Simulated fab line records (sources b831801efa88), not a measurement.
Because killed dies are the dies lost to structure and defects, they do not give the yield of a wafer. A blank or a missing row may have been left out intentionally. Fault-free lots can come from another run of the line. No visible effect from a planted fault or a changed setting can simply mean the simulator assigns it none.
Split-lot trial + flow sky130 + 5 lots, 23 wafers read, on a route of 708 steps

== THE SPLIT ==
At SKY_RES_XHIGH_COAT_02 (resist thk 1140 nm), the setting resistThkNm was moved away from the recipe's 1140 nm on 9 of the 23 wafers read, by -3.9% to +5.4%. The other wafers ran this setting at the recipe's value.

The reading comes from the split's own step.

== THE READING ==
NOVOLAK_of_RES_XHIGH_COAT_02.thkNm (the simulator's own value, which no gauge read), in nm, at SKY_RES_XHIGH_COAT_02 (resist thk 1140 nm). The file does not state a usual value for it. The 14 wafers here that ran the recipe average 1143 nm, standard deviation 2.8 nm.

| wafer  | tool, chamber at the split | resistThkNm as run, nm | against the recipe | NOVOLAK_of_RES_XHIGH_COAT_02.thkNm, nm | against lot-mates on the recipe |
|--------|----------------------------|------------------------|--------------------|----------------------------------------|---------------------------------|
| L077.1 | lithoTrack-03, 0           | 1140                   | recipe             | 1141                                   | -                               |
| L077.2 | lithoTrack-03, 0           | 1140                   | recipe             | 1143                                   | -                               |
| L077.3 | lithoTrack-03, 0           | 1140                   | recipe             | 1146                                   | -                               |
| L077.4 | lithoTrack-03, 0           | 1140                   | recipe             | 1140                                   | -                               |
| L077.6 | lithoTrack-03, 0           | 1140                   | recipe             | 1144                                   | -                               |
| L074.1 | lithoTrack-03, 0           | 1140                   | recipe             | 1142                                   | -                               |
| L074.4 | lithoTrack-03, 0           | 1140                   | recipe             | 1144                                   | -                               |
| L074.5 | lithoTrack-03, 0           | 1140                   | recipe             | 1139                                   | -                               |
| L078.1 | lithoTrack-03, 0           | 1202                   | +5.4%              | 1200                                   | +60                             |
| L078.2 | lithoTrack-03, 0           | 1140                   | recipe             | 1139                                   | -                               |
| L078.3 | lithoTrack-03, 0           | 1140                   | recipe             | 1142                                   | -                               |
| L078.4 | lithoTrack-03, 0           | 1202                   | +5.4%              | 1205                                   | +64                             |
| L078.5 | lithoTrack-03, 0           | 1202                   | +5.4%              | 1202                                   | +62                             |
| L082.1 | lithoTrack-01, 0           | 1197                   | +5.0%              | 1199                                   | +52                             |
| L082.2 | lithoTrack-01, 0           | 1140                   | recipe             | 1148                                   | -                               |
| L082.3 | lithoTrack-01, 0           | 1197                   | +5.0%              | 1203                                   | +56                             |
| L082.4 | lithoTrack-01, 0           | 1197                   | +5.0%              | 1203                                   | +56                             |
| L082.5 | lithoTrack-01, 0           | 1140                   | recipe             | 1147                                   | -                               |
| L083.1 | lithoTrack-03, 0           | 1096                   | -3.9%              | 1101                                   | -44                             |
| L083.2 | lithoTrack-03, 0           | 1140                   | recipe             | 1145                                   | -                               |
| L083.5 | lithoTrack-03, 0           | 1140                   | recipe             | 1145                                   | -                               |
| L083.4 | lithoTrack-03, 0           | 1096                   | -3.9%              | 1099                                   | -46                             |
| L083.6 | lithoTrack-03, 0           | 1096                   | -3.9%              | 1099                                   | -46                             |

THE FIT
A straight line over all 23 wafers: NOVOLAK_of_RES_XHIGH_COAT_02.thkNm changes by +11.3 nm for each +1% of resistThkNm; r = +1.00; the points scatter about the line by 2.8 nm.
The same after taking each lot's own level away (the mean of its wafers on the recipe; 23 wafers): +11.3 nm for each +1%; r = +1.00; scatter 2 nm.
That fit puts the effect of the largest move of resistThkNm on the reading at 61 nm.
Measured against the standard deviation above, the lots' own levels, which go from 1140.5 to 1147.5 nm, span 2.5 times it.
So the lot-to-lot level changes the slope little: the two slopes agree.
Check: with one of the wafers moved furthest among these (+5.4%) left out of the fit, the line predicts +61.3 nm for it against its lot-mates. It came out at +59.5 nm against them.

== OTHER SPLITS ON THESE WAFERS ==
These wafers also went through other splits before the reading. Each is held against what the fit with the lots' levels taken away leaves over:
| other split on the same wafers    | wafers away from the commonest value | r with NOVOLAK_of_RES_XHIGH_COAT_02.thkNm (lot level and that fit taken away) |
|-----------------------------------|--------------------------------------|-------------------------------------------------------------------------------|
| SKY_LDD_N_COAT_02 spinRpm         | 6                                    | -0.28                                                                         |
| SKY_LDD_N_IMPLANT_10 doseCm2      | 7                                    | +0.08                                                                         |
| SKY_LDD_P_COAT_02 resistThkNm     | 8                                    | -0.43                                                                         |
| SKY_LDD_P_DEVELOP_06 developTimeS | 5                                    | -0.19                                                                         |
| SKY_LDD_HVN_IMPLANT_08 energyKev  | 9                                    | +0.08                                                                         |
| SKY_LDD_HVP_IMPLANT_08 energyKev  | 5                                    | -0.04                                                                         |
| SKY_SPACER_CVD_00 pressureMtorr   | 15                                   | +0.26                                                                         |
| SKY_SD_P_IMPLANT_09 energyKev     | 8                                    | -0.21                                                                         |

== THE WHOLE CHAIN: every reading that the file lists as answering this split, in the file's order ==
| step                   | what it does       | reading                                                                             | change (the file's fit)              | r (the file's) |
|------------------------|--------------------|-------------------------------------------------------------------------------------|--------------------------------------|----------------|
| SKY_RES_XHIGH_COAT_02  | resist thk 1140 nm | NOVOLAK_of_RES_XHIGH_COAT_02.thkNm (the simulator's own value, which no gauge read) | +11.3 nm for each +1% of the setting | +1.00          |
| SKY_RES_XHIGH_STRIP_08 | strips in O2/N2    | stripTimeToEndpointS                                                                | withheld for each +1% of the setting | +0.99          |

== FILE'S OWN FIT ==
NOVOLAK_of_RES_XHIGH_COAT_02.thkNm changes by +11.3 nm for each +1% of resistThkNm, r = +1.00.
